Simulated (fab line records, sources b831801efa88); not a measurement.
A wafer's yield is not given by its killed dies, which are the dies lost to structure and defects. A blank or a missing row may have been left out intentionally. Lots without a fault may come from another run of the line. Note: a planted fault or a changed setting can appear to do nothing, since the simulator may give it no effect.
fab line records    flow sfq_line    part 2 of 2: steps 30 to 39 of 39
record: lots: 5  wafers: 15  last_day: 82
route steps=325 shown I1@81 M2@88 I2@103 M3@118
lots untouched by any fault: they come from a run of this same line in which no faults occurred
start_h: hours from the record's first day to the start of the lot's first wafer shown    wait_h: time in hours since the lot's previous step    " as in the row above    L1.1+2: a single row standing in for several wafers    - no value present, or no start provided    * or withheld: withheld    < > ~ a bound
route shown NAME@n: NAME is a module with steps in the file, n the number in the route of the first one    usual: mean and standard deviation over wafers with no fault    same: alike in all rows    chamber/n: place in a boat    sites: each site's reading    _std_site: standard deviation across them    _edge_site: inner sites' mean taken away from outer sites' mean    radius_mm: how far each site lies from the wafer's centre    mask NAME#n: copy n    behind: the last tool/chamber to shape the wafer    hold: reason for holding the lot/hours on hold/outcome of the hold    device: names the non-switching transistor (n, p or np)    end of line: the route-end tests of the same wafers    a step given without rows: its recipe and nothing more    killed: not the wafer's yield, but the dies lost to structure and defects at the first sort    map: a wafer's dies, x killed, . not, _ none there
set.NAME: the setting as run; set.NAME@STEP: as run at that earlier step    model.NAME: the simulator's own value behind a step, which no gauge read
lots at some steps of the route; a table a step, a row a wafer
services: from which hour (start_h, from the record's first day; less than 0 if before it) a tool's chamber was out of use, for how many hours, and why
== steps ==
step: SFQ_TRILAYER_I2_VIA_LITHO_PEB_070
recipe: peb_temp_c: 113.9  peb_time_s: 60  resist: KrF
lot.wafer   tool            chamber  start_h  wait_h
L074.1+3+6  litho_track-03  0        609.52   1.0
L075.1+2+5  litho_track-04  0        624.10   1.0
L077.2+5+6  litho_track-03  0        643.32   0.8
L083.3+4+5  litho_track-04  0        711.22   0.7
L092.2+5+6  litho_track-03  0        780.92   0.8
step: SFQ_TRILAYER_I2_VIA_LITHO_DEVELOP_069
recipe: time_s: 60  resist: KrF
lot.wafer   tool            chamber  start_h  wait_h
L074.1+3+6  litho_track-03  0        609.67   0.1
L075.1+2+5  litho_track-04  0        624.25   0.1
L077.2+5+6  litho_track-03  0        643.47   0.1
L083.3+4+5  litho_track-04  0        711.37   0.1
L092.2+5+6  litho_track-03  0        781.07   0.1
step: SFQ_I2_OVL_MEAS_918
usual: I2_OVL: 1/5.1
lot.wafer  tool        chamber  start_h  wait_h  I2_OVL[nm]
L074.1     overlay-01  -        609.82   0.1     -6
L074.3     "           -        "        "       -3
L074.6     "           -        "        "       -3
L075.1     overlay-01  -        624.40   0.1     -4
L075.2     "           -        "        "       -7
L075.5     "           -        "        "       -9
L077.2     overlay-01  -        643.60   0.1     9
L077.5     "           -        "        "       9
L077.6     "           -        "        "       5
L083.3     overlay-01  -        711.49   0.1     1
L083.4     "           -        "        "       -4
L083.5     "           -        "        "       -2
L092.2     overlay-02  -        781.20   0.1     2
L092.5     "           -        "        "       -1
L092.6     "           -        "        "       -1
step: SFQ_TRILAYER_I2_VIA_BARC_OPEN_VIA_ETCH_096
recipe: mask_material: PR  chemistry: O2  target_depth_nm: 125  target: BARC  source_w: 500  bias_w: 80  pressure_mtorr: 30  time_s: 41.7
usual: drypump_motor_current_A: 5.9/0.31  oes_product_au: 0.685/0.0048
lot.wafer  tool         chamber  start_h  wait_h  drypump_motor_current_A  oes_product_au  rf_hours_counter_h
L074.1     rie_diel-03  3        609.86   0.0     6.1                      0.688           71
L074.3     "            1        "        "       5.6                      0.679           14
L074.6     "            1        "        "       5.6                      0.685           -
L075.1     rie_diel-02  0        624.43   0.0     5.5                      0.682           6
L075.2     "            1        "        "       6.0                      0.687           8
L075.5     "            1        "        "       6.0                      0.689           -
L077.2     rie_diel-02  0        643.63   0.0     5.5                      0.681           7
L077.5     "            2        "        "       5.3                      0.686           -
L077.6     "            1        "        "       6.0                      0.686           -
L083.3     rie_diel-04  1        711.51   0.0     6.1                      0.684           0
L083.4     "            2        "        "       6.0                      0.683           12
L083.5     "            3        "        "       5.9                      0.687           -
L092.2     rie_diel-04  3        781.23   0.0     5.9                      0.684           15
L092.5     "            0        "        "       5.5                      0.681           -
L092.6     "            3        "        "       5.9                      0.673           -
step: SFQ_TRILAYER_I2_VIA_ETCH_VIA_ETCH_070
recipe: target: SiO2  stop_on: Nb  mask_material: PR  taper_deg: 20  chemistry: CHF3  target_depth_nm: 260  source_w: 500  bias_w: 80  pressure_mtorr: 30  time_s: withheld
usual: drypump_motor_current_A: 5.9/0.31  oes_product_au: 0.856/0.005
lot.wafer  tool         chamber  start_h  wait_h  drypump_motor_current_A  oes_product_au
L074.1     rie_diel-03  3        609.90   0.0     6.1                      0.858
L074.3     "            1        "        "       5.6                      0.866
L074.6     "            1        "        "       5.6                      0.856
L075.1     rie_diel-02  0        624.47   0.0     5.6                      0.852
L075.2     "            1        "        "       6.0                      0.855
L075.5     "            1        "        "       6.0                      0.855
L077.2     rie_diel-02  0        643.67   0.0     5.6                      0.850
L077.5     "            2        "        "       5.3                      0.860
L077.6     "            1        "        "       5.9                      0.858
L083.3     rie_diel-04  1        711.55   0.0     6.1                      0.856
L083.4     "            2        "        "       6.0                      0.852
L083.5     "            3        "        "       5.9                      0.852
L092.2     rie_diel-04  3        781.27   0.0     5.9                      0.851
L092.5     "            0        "        "       5.5                      0.861
L092.6     "            3        "        "       5.9                      0.865
step: SFQ_TRILAYER_I2_VIA_STRIP_STRIP_071
recipe: gas: O2  power_w: 200  platen_temp_c: 40  overash_fraction: 0.65  chemistry: O2  pressure_mtorr: 50
usual: drypump_motor_current_A: 5.2/0.31  oes_product_au: 1.001/0.0081
same: overash_fraction: 0.65
lot.wafer  tool          chamber  start_h  wait_h  drypump_motor_current_A  oes_product_au  rf_hours_counter_h
L074.1     rie_metal-03  0        610.01   -       4.7                      0.990           58
L074.3     "             1        "        "       5.7                      1.014           -
L074.6     "             0        "        "       4.8                      1.010           -
L075.1     rie_metal-02  0        624.58   -       5.3                      0.994           132
L075.2     "             1        "        "       5.2                      0.994           6
L075.5     "             0        "        "       5.3                      0.997           -
L077.2     rie_metal-03  1        643.78   -       5.8                      1.012           104
L077.5     "             0        "        "       4.8                      0.990           -
L077.6     "             1        "        "       5.7                      1.003           -
L083.3     rie_metal-01  1        711.86   -       5.6                      1.005           -
L083.4     "             0        "        "       5.2                      0.996           -
L083.5     "             1        "        "       5.6                      1.000           -
L092.2     rie_metal-01  0        781.39   -       5.2                      1.005           3
L092.5     "             0        "        "       5.2                      1.004           -
L092.6     "             1        "        "       5.6                      1.008           -
step: SFQ_TRILAYER_I2_VIA_STRIP_SOLV_CLEAN_072
recipe: chemistry: NMP  temp_c: 70  time_s: 600
usual: bath_guard_temp_C: 69.9/0.61
lot.wafer  tool          chamber  start_h  wait_h  bath_guard_temp_C
L074.1     wet_bench-04  3        610.61   0.4     69.5
L074.3     "             6        "        "       70.2
L074.6     "             1        "        "       70.5
L075.1     wet_bench-03  7        625.18   0.4     69.6
L075.2     "             0        "        "       69.8
L075.5     "             6        "        "       69.9
L077.2     wet_bench-04  3        644.58   0.5     69.4
L077.5     "             0        "        "       70.3
L077.6     "             4        "        "       69.4
L083.3     wet_bench-03  0        712.26   0.2     69.7
L083.4     "             5        "        "       70.5
L083.5     "             2        "        "       69.5
L092.2     wet_bench-03  6        781.99   0.4     70.2
L092.5     "             5        "        "       70.2
L092.6     "             7        "        "       69.5
step: SFQ_TRILAYER_M3_DEP_PRE_CLEAN_074
recipe: gas: Ar  time_s: 22.5  bias_v: 250
lot.wafer   tool            chamber  start_h  wait_h
L074.1+3+6  pvd_sputter-03  -        610.79   0.0
L075.1+2+5  pvd_sputter-06  -        625.53   0.0
L077.2+5+6  pvd_sputter-03  -        644.76   0.0
L083.3+4+5  pvd_sputter-05  -        712.44   0.0
L092.2+5+6  pvd_sputter-05  -        782.16   0.0
step: SFQ_TRILAYER_M3_DEP_SPUTTER_073
recipe: material: Nb  base_pressure_pa: 1.33e-06  chamber_pressure_pa: 0.1333  substrate_temp_c: 20  resputter_cathode_voltage_v: 400  target_thk_nm: 200  power_w: 2000  time_s: 133.3
usual: cathode_dc_power_W: 2000.0/0.35  throttle_valve_pct: 29.8/0.83
lot.wafer  tool            chamber  start_h  wait_h  cathode_dc_power_W  throttle_valve_pct
L074.1     pvd_sputter-03  -        610.82   0.0     1999.9              30.4
L074.3     "               -        "        "       1999.4              29.8
L074.6     "               -        "        "       2000.1              28.9
L075.1     pvd_sputter-06  -        625.56   0.0     2000.1              28.2
L075.2     "               -        "        "       1999.7              30.4
L075.5     "               -        "        "       2000.1              28.3
L077.2     pvd_sputter-03  -        644.79   0.0     2000.1              28.4
L077.5     "               -        "        "       1999.7              30.5
L077.6     "               -        "        "       1999.6              30.1
L083.3     pvd_sputter-05  -        712.47   0.0     2000.2              30.5
L083.4     "               -        "        "       2000.3              30.4
L083.5     "               -        "        "       2000.3              28.4
L092.2     pvd_sputter-05  -        782.19   0.0     2000.1              30.3
L092.5     "               -        "        "       2000.5              28.2
L092.6     "               -        "        "       2000.6              30.2
step: SFQ_M3_RS_MEAS_919
recipe: thk_meas_gauge: four-point-probe  reads: Nb_of_TRILAYER_M3_DEP_SPUTTER_073
usual: M3_NB_RS: 0.890/0.0092
lot.wafer  tool           chamber  start_h  wait_h  M3_NB_RS[ohm/sq]
L074.1     film_metro-04  -        610.91   0.0     0.893
L074.3     "              -        "        "       0.892
L074.6     "              -        "        "       0.889
L075.1     film_metro-02  -        625.65   0.0     0.888
L075.2     "              -        "        "       0.880
L075.5     "              -        "        "       0.890
L077.2     film_metro-02  -        644.90   0.1     0.874
L077.5     "              -        "        "       0.884
L077.6     "              -        "        "       0.886
L083.3     film_metro-04  -        712.60   0.1     0.896
L083.4     "              -        "        "       0.902
L083.5     "              -        "        "       0.902
L092.2     film_metro-02  -        782.30   0.1     0.879
L092.5     "              -        "        "       0.889
L092.6     "              -        "        "       0.883
== services ==
tool            chamber  start_h  hours  kind
rie_metal-02    -        404.33   0.9    repair
rie_diel-03     -        408.24   1.1    repair
rie_diel-03     1        422.42   9.0    repair
rie_diel-04     0        426.37   14.1   repair
krf_scanner-01  -        433.71   1.3    pm
rie_diel-03     0        442.98   7.7    repair
rie_diel-04     0        446.45   9.3    repair
krf_scanner-01  -        449.73   0.1    repair
rie_metal-04    1        461.52   3.9    repair
krf_scanner-01  -        465.01   0.8    pm
krf_scanner-01  -        475.36   3.6    pm
rie_diel-04     1        477.25   5.6    repair
krf_scanner-01  -        496.92   1.0    pm
rie_diel-04     3        498.07   8.2    repair
rie_metal-02    0        544.07   2.0    repair
rie_diel-03     1        590.98   8.8    repair
pvd_sputter-05  -        595.55   9.3    repair
pvd_sputter-05  -        603.01   3.8    repair
rie_metal-02    -        606.04   2.8    pm
rie_metal-02    -        621.31   2.0    repair
pvd_sputter-05  -        643.02   8.1    repair
pvd_sputter-05  -        661.70   4.9    repair
rie_metal-02    -        694.35   1.8    repair
rie_diel-03     -        774.59   0.4    repair
